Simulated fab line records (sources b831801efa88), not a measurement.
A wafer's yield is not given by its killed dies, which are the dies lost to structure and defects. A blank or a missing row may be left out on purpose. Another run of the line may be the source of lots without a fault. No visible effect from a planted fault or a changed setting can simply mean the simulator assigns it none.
2 desks, one fault :: flow gf180mcu :: each desk has only its own numbers; what lay behind them comes last

== THE METROLOGY DESK ==
What the gauges read, lot by lot, whatever tool the lot ran on: means of the sampled wafers that have a number. A lot is out of limits, marked OUT, if its mean lies more than 4 standard deviations from the usual mean; the brackets give that distance.
Columns: A = cd-nm at GF_M1_CD_MEAS_14, usual 230.4 nm; B = M4_ALCU_THK at GF_M4_THK_MEAS_06, usual 445 nm; C = V4_OVL at GF_V4_OVL_MEAS_15, usual 1 nm
lot: L168
first seen here: day 16 23:35
A: 231.0
B: 453
C: 3

lot: L169
first seen here: day 17 10:18
A: 231.6
B: 436
C: -2

lot: L170
first seen here: day 17 18:19
A: 230.3
B: 452
C: -1

lot: L172
first seen here: day 18 10:12
A: 231.1
B: 447
C: 6

lot: L176
first seen here: day 19 22:08
A: 230.0
B: 443
C: 0

lot: L177
first seen here: day 20 08:13
A: 229.8
B: 439
C: 4

lot: L178
first seen here: day 20 16:56
A: 231.3
B: 439
C: 2

lot: L179
first seen here: day 21 00:05
A: 231.2
B: 446
C: -2

lot: L181
first seen here: day 21 15:32
A: 229.4
B: 457
C: -1

lot: L183
first seen here: day 22 11:31
A: 231.7
B: 444
C: 10

lot: L191
first seen here: day 25 05:29
A: 229.5
B: 445
C: 6

lot: L190
first seen here: day 25 06:28
A: 228.9
B: 448
C: -1
This desk's verdict: no lot among the 12 shows anything out of limits.

== THE TOOL OWNER'S DESK: rie-metal-04 ==
The tool's own readings at GF_M3_METAL_ETCH_16 (etches the open film in Cl2/BCl3, stops on SiO2, target depth 750.8 nm, time 125.1 s): means of the sampled wafers that have a number, for each lot that ran on this tool. A lot is out of limits, marked OUT, if its mean lies more than 4 standard deviations from the usual mean; the brackets give that distance.
Columns: A = drypump-motor-current-A at GF_M3_METAL_ETCH_16, usual 5.7 A; B = oes-product-au at GF_M3_METAL_ETCH_16, usual 0.987 a.u.; C = throttle-valve-pct at GF_M3_METAL_ETCH_16, usual 28.232 %
lot: L169
first seen here: day 21 17:03
A: 5.2
B: 0.987
C: 28.228

lot: L172
first seen here: day 22 14:28
A: 5.4
B: 0.989
C: 28.235

lot: L177
first seen here: day 24 10:52
A: 5.4
B: 0.980
C: 28.235

lot: L178
first seen here: day 24 19:20
A: 5.4
B: 0.982
C: 28.237

lot: L179
first seen here: day 25 01:33
A: 5.7
B: 0.999
C: 28.227

lot: L181
first seen here: day 25 14:38
A: 5.5
B: 0.990
C: 28.234

lot: L183
first seen here: day 26 09:18
A: 5.0
B: 0.990
C: 28.238
This desk's verdict: no lot among the 7 shows anything out of limits.

== TAKEN TOGETHER ==
The metrology desk saw nothing out of limits.
The desk of the tool owner found nothing out of limits.

== WHAT WAS PUT IN BY THE SIMULATOR ==
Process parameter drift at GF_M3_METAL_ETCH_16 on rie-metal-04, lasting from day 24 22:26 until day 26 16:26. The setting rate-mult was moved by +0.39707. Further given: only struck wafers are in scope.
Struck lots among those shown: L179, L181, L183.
